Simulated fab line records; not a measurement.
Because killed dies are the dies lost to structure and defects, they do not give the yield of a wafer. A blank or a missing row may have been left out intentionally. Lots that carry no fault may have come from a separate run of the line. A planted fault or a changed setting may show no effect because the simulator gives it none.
Which tool was responsible? + flow gf180mcu + 14 lots with 42 wafers sampled at 5 steps, on a route of 602 steps

WHAT THE GAUGES SHOWED, per wafer
GF_MVSD_OVL_MEAS_07. Usual: MVSD_OVL 0.1 nm, standard deviation 1.5.
| lot  | measured    | on         | MVSD_OVL (nm)  | flag |
|------|-------------|------------|----------------|------|
| L283 | day 4 08:45 | overlay-01 | -0.7 0.7 -0.9  |      |
| L284 | day 4 16:18 | overlay-01 | 1.3 -1.3 0.5   |      |
| L285 | day 4 23:18 | overlay-01 | 1.5 0.6 0.3    |      |
| L286 | day 5 04:09 | overlay-01 | -1.2 0.6 0.7   |      |
| L287 | day 5 10:22 | overlay-02 | -1.8 -0.5 -0.9 |      |
| L288 | day 5 15:00 | overlay-01 | -1.0 -0.1 -0.1 |      |
| L289 | day 5 23:00 | overlay-02 | -1.8 -2.3 -3.6 |      |
| L290 | day 6 03:54 | overlay-01 | -2.0 -3.7 -2.5 |      |
| L292 | day 6 13:29 | overlay-01 | -0.3 0.1 0.4   |      |
| L295 | day 7 06:33 | overlay-02 | 0.4 0.2 2.5    |      |
| L297 | day 7 19:37 | overlay-02 | 0.1 -1.0 0.2   |      |
| L304 | day 9 12:03 | overlay-01 | 1.9 0.7 -1.3   |      |
| L305 | day 9 20:57 | overlay-02 | 1.6 1.1 -0.8   |      |
| L306 | day 9 22:09 | overlay-02 | 1.3 1.0 0.4    |      |

GF_VT_IMPLANT_OVL_MEAS_18. Usual: VT_IMPLANT_01_OVL -0.7 nm, standard deviation 1.2.
| lot  | measured     | on         | VT_IMPLANT_01_OVL (nm) | flag |
|------|--------------|------------|------------------------|------|
| L283 | day 6 04:58  | overlay-01 | -0.6 0.1 -1.5          |      |
| L284 | day 6 11:11  | overlay-01 | -2.0 -1.2 1.4          |      |
| L285 | day 6 20:36  | overlay-01 | -1.0 -0.1 -0.9         |      |
| L286 | day 7 00:46  | overlay-02 | -0.5 -0.1 -2.2         |      |
| L287 | day 7 07:02  | overlay-01 | 1.1 -0.2 -1.4          |      |
| L288 | day 7 12:51  | overlay-01 | -0.3 -1.2 -0.3         |      |
| L289 | day 7 22:52  | overlay-01 | 0.3 1.7 -0.4           |      |
| L290 | day 8 03:06  | overlay-01 | -2.6 -2.4 -4.2         |      |
| L292 | day 8 13:58  | overlay-01 | -1.7 -0.2 -0.8         |      |
| L295 | day 9 08:46  | overlay-02 | -1.7 -1.8 -1.7         |      |
| L297 | day 9 22:11  | overlay-01 | -1.3 0.2 0.0           |      |
| L304 | day 11 19:07 | overlay-01 | 0.1 -2.2 0.0           |      |
| L305 | day 12 05:10 | overlay-01 | 0.2 -0.8 -1.6          |      |
| L306 | day 12 06:07 | overlay-01 | 0.8 -2.4 -0.1          |      |

TOOL THAT RAN EACH LOT (tool first, then ch and the chambers of the sampled wafers, then the start)
| lot  | GF_STI_ETCH_14                  | GF_STI_STRIP_15                     | GF_MVPSD_STRIP_10                    |
|------|---------------------------------|-------------------------------------|--------------------------------------|
| L283 | rie_si-01 ch 1,2,3, day 2 01:48 | plasma_asher-04 ch 0,1, day 2 01:55 | plasma_asher-02 ch 0,1, day 4 23:44  |
| L284 | rie_si-01 ch 0,3, day 2 06:44   | plasma_asher-02 ch 0,1, day 2 06:49 | plasma_asher-01 ch 0,1, day 5 06:24  |
| L285 | rie_si-01 ch 1,2,3, day 2 13:38 | plasma_asher-04 ch 0,1, day 2 13:43 | plasma_asher-02 ch 0,1, day 5 14:35  |
| L286 | rie_si-02 ch 0,2,3, day 2 17:28 | plasma_asher-04 ch 0,1, day 2 17:32 | plasma_asher-02 ch 0,1, day 5 19:08  |
| L287 | rie_si-01 ch 0,1,3, day 2 22:21 | plasma_asher-03 ch 0,1, day 2 22:28 | plasma_asher-02 ch 0,1, day 6 01:38  |
| L288 | rie_si-02 ch 0,1,3, day 3 03:09 | plasma_asher-03 ch 0,1, day 3 03:13 | plasma_asher-01 ch 0,1, day 6 06:20  |
| L289 | rie_si-01 ch 0,1, day 3 09:46   | plasma_asher-04 ch 0,1, day 3 09:50 | plasma_asher-02 ch 0,1, day 6 14:47  |
| L290 | rie_si-01 ch 1,2, day 3 14:23   | plasma_asher-02 ch 0,1, day 3 14:28 | plasma_asher-01 ch 0,1, day 6 19:53  |
| L292 | rie_si-01 ch 0,2,3, day 3 23:30 | plasma_asher-04 ch 1, day 3 23:34   | plasma_asher-02 ch 0, day 7 05:26    |
| L295 | rie_si-01 ch 1,2,3, day 4 14:43 | plasma_asher-03 ch 0, day 4 14:47   | plasma_asher-02 ch 0, day 7 23:27    |
| L297 | rie_si-02 ch 0,1,2, day 5 01:49 | plasma_asher-02 ch 0,1, day 5 01:53 | plasma_asher-01 ch 0,1, day 8 12:24  |
| L304 | rie_si-02 ch 0,1,3, day 6 14:02 | plasma_asher-03 ch 0,1, day 6 14:07 | plasma_asher-03 ch 0,1, day 10 06:39 |
| L305 | rie_si-02 ch 1,3, day 6 18:26   | plasma_asher-02 ch 0,1, day 6 18:31 | plasma_asher-01 ch 0,1, day 10 15:18 |
| L306 | rie_si-02 ch 0,1, day 7 00:11   | plasma_asher-04 ch 0,1, day 7 00:16 | plasma_asher-03 ch 1, day 10 17:11   |
- GF_STI_ETCH_14: etches Si in HBr/Cl2/O2, target depth 360 nm, time 102.9 s.
- GF_STI_STRIP_15: strips in O2/N2.
- GF_MVPSD_STRIP_10: strips in O2/N2.

WHAT THE TOOLS THEMSELVES READ (means of the sampled wafers that have a number; where no wafer has one, the mark that the record gives instead)
GF_STI_ETCH_14. Usual: HBr_flow_sccm 150.0 sccm, standard deviation 0.49; drypump_motor_current_A 5.87 A, standard deviation 0.29; oes_product_au 0.995 a.u., standard deviation 0.0088; run_length_s 131.3 s, standard deviation 0.45; throttle_valve_pct 25.660 %, standard deviation 0.011.
| lot  | tool      | HBr_flow_sccm (sccm) | drypump_motor_current_A (A) | oes_product_au (a.u.) | run_length_s (s) | throttle_valve_pct (%) | flag |
|------|-----------|----------------------|-----------------------------|-----------------------|------------------|------------------------|------|
| L283 | rie_si-01 | 149.7                | 6.03                        | 0.990                 | 131.3            | 25.658                 |      |
| L284 | rie_si-01 | 150.6                | 5.90                        | 1.005                 | 131.0            | 25.672                 |      |
| L285 | rie_si-01 | 150.0                | 6.03                        | 1.003                 | 131.4            | 25.655                 |      |
| L286 | rie_si-02 | 149.9                | 5.73                        | 0.995                 | 131.2            | 25.657                 |      |
| L287 | rie_si-01 | 150.2                | 5.86                        | 0.992                 | 131.1            | 25.673                 |      |
| L288 | rie_si-02 | 150.1                | 5.60                        | 0.992                 | 131.1            | 25.656                 |      |
| L289 | rie_si-01 | 150.0                | 5.79                        | 0.982                 | 131.7            | 25.674                 |      |
| L290 | rie_si-01 | 150.2                | 5.96                        | 0.995                 | 131.3            | 25.660                 |      |
| L292 | rie_si-01 | 149.7                | 6.10                        | 1.003                 | 90.4             | 25.649                 | OFF  |
| L295 | rie_si-01 | 150.3                | 6.05                        | 1.007                 | 90.6             | 25.655                 | OFF  |
| L297 | rie_si-02 | 150.3                | 5.79                        | 0.995                 | 130.8            | 25.658                 |      |
| L304 | rie_si-02 | 149.7                | 5.61                        | 0.997                 | 131.1            | 25.661                 |      |
| L305 | rie_si-02 | 150.4                | 5.56                        | 0.989                 | 130.6            | 25.661                 |      |
| L306 | rie_si-02 | 149.8                | 5.69                        | 0.982                 | 131.1            | 25.670                 |      |

GF_STI_STRIP_15. Usual: drypump_motor_current_A 5.54 A, standard deviation 0.25; heater_power_w 331 W, standard deviation 26; n2_flow_sccm 299.9 sccm, standard deviation 0.89; o2_flow_sccm 3001 sccm, standard deviation 9.4; oes_product_au 0.381 a.u., standard deviation 0.005; strip_time_to_endpoint_s 3.67 s, standard deviation 0.046.
| lot  | tool            | drypump_motor_current_A (A) | heater_power_w (W) | n2_flow_sccm (sccm) | o2_flow_sccm (sccm) | oes_product_au (a.u.) | strip_time_to_endpoint_s (s) | flag |
|------|-----------------|-----------------------------|--------------------|---------------------|---------------------|-----------------------|------------------------------|------|
| L283 | plasma_asher-04 | 5.46                        | 329                | 299.7               | 2997                | 0.382                 | 3.69                         |      |
| L284 | plasma_asher-02 | 5.92                        | 315                | 300.0               | 2999                | 0.381                 | 3.68                         |      |
| L285 | plasma_asher-04 | 5.38                        | 349                | 300.2               | 3002                | 0.379                 | 3.64                         |      |
| L286 | plasma_asher-04 | 5.38                        | 354                | 299.1               | 3005                | 0.380                 | 3.62                         |      |
| L287 | plasma_asher-03 | 5.64                        | 325                | 300.6               | 3000                | 0.384                 | 3.71                         |      |
| L288 | plasma_asher-03 | 5.64                        | 325                | 300.3               | 3000                | 0.379                 | 3.66                         |      |
| L289 | plasma_asher-04 | 5.37                        | 347                | 298.4               | 3003                | 0.385                 | 3.69                         |      |
| L290 | plasma_asher-02 | 5.79                        | 316                | 300.0               | 3009                | 0.386                 | 3.66                         |      |
| L292 | plasma_asher-04 | 5.29                        | 371                | 298.8               | 2995                | 0.399                 | 4.17                         | OFF  |
| L295 | plasma_asher-03 | 5.80                        | 330                | 300.1               | 3018                | 0.398                 | 4.16                         | OFF  |
| L297 | plasma_asher-02 | 5.77                        | 319                | 299.8               | 2993                | 0.383                 | 3.66                         |      |
| L304 | plasma_asher-03 | 5.62                        | 321                | 300.1               | 3005                | 0.382                 | 3.67                         |      |
| L305 | plasma_asher-02 | 5.75                        | 319                | 300.7               | 3020                | 0.384                 | 3.73                         |      |
| L306 | plasma_asher-04 | 5.35                        | 349                | 301.1               | 3014                | 0.382                 | 3.67                         |      |

GF_MVPSD_STRIP_10. Usual: drypump_motor_current_A 5.75 A, standard deviation 0.23; heater_power_w 314 W, standard deviation 15; n2_flow_sccm 300.1 sccm, standard deviation 0.88; o2_flow_sccm 3001 sccm, standard deviation 8.2; oes_product_au 0.722 a.u., standard deviation 0.0045; strip_time_to_endpoint_s 36.98 s, standard deviation 0.099.
| lot  | tool            | drypump_motor_current_A (A) | heater_power_w (W) | n2_flow_sccm (sccm) | o2_flow_sccm (sccm) | oes_product_au (a.u.) | strip_time_to_endpoint_s (s) | flag |
|------|-----------------|-----------------------------|--------------------|---------------------|---------------------|-----------------------|------------------------------|------|
| L283 | plasma_asher-02 | 5.93                        | 311                | 299.8               | 3002                | 0.724                 | 36.93                        |      |
| L284 | plasma_asher-01 | 5.71                        | 300                | 300.3               | 3002                | 0.724                 | 36.83                        |      |
| L285 | plasma_asher-02 | 5.76                        | 317                | 299.5               | 2998                | 0.726                 | 37.00                        |      |
| L286 | plasma_asher-02 | 5.90                        | 311                | 299.2               | 2998                | 0.720                 | 36.99                        |      |
| L287 | plasma_asher-02 | 5.92                        | 314                | 300.6               | 2991                | 0.717                 | 36.99                        |      |
| L288 | plasma_asher-01 | 5.81                        | 312                | 299.1               | 3000                | 0.720                 | 36.82                        |      |
| L289 | plasma_asher-02 | 5.76                        | 317                | 299.0               | 2998                | 0.720                 | 36.95                        |      |
| L290 | plasma_asher-01 | 5.70                        | 298                | 300.5               | 2993                | 0.724                 | 36.88                        |      |
| L292 | plasma_asher-02 | 5.63                        | 324                | 300.5               | 3005                | 0.721                 | 36.97                        |      |
| L295 | plasma_asher-02 | 5.59                        | 318                | 300.8               | 3004                | 0.719                 | 36.83                        |      |
| L297 | plasma_asher-01 | 5.82                        | 314                | 300.2               | 3003                | 0.723                 | 37.09                        |      |
| L304 | plasma_asher-03 | 5.61                        | 321                | 300.5               | 3005                | 0.722                 | 36.84                        |      |
| L305 | plasma_asher-01 | 5.71                        | 294                | 300.4               | 2998                | 0.724                 | 37.07                        |      |
| L306 | plasma_asher-03 | 5.34                        | 321                | 299.1               | 3002                | 0.721                 | 37.13                        |      |

THE ANSWER, worked out from the rows above alone
Rule: take the mean of a lot's wafers that have a number; if it is more than 3 standard deviations from the usual mean, the lot is off. Also off: a lot with no number at a reading for which 4 or more lots have one. All remaining lots with rows at the step are treated as sound. The gauges are gone through in route order, then the tools' own readings, and for those a lot's mean is taken as printed above. At the first step where some lot is off, the reading lying furthest off is the one used; lots without a number count as furthest.
Off: L292, L295 (GF_STI_ETCH_14, run_length_s).
If a tool, at that step or one of the process steps before it, ran each lot that is off and ran no sound lot following the first of them, it fits. One candidate fits, namely rie_si-01 at GF_STI_ETCH_14. A fault onset in the window from L290 (day 3 14:23, its last sound lot) to L292 (day 3 23:30, its first lot off) fits.
The tool's own readings at GF_STI_ETCH_14 bear it out: on the lots that are off they differ by more than 5 times the standard deviation of the sound lots' means. run_length_s reads 90.5 s there against 131.1 s on the sound lots.

WHAT WAS PUT IN BY THE SIMULATOR
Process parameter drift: rie_si-01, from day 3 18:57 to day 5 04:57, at GF_STI_ETCH_14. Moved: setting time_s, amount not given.
Lots struck among those shown: L292, L295. The rule given above showed the same thing.
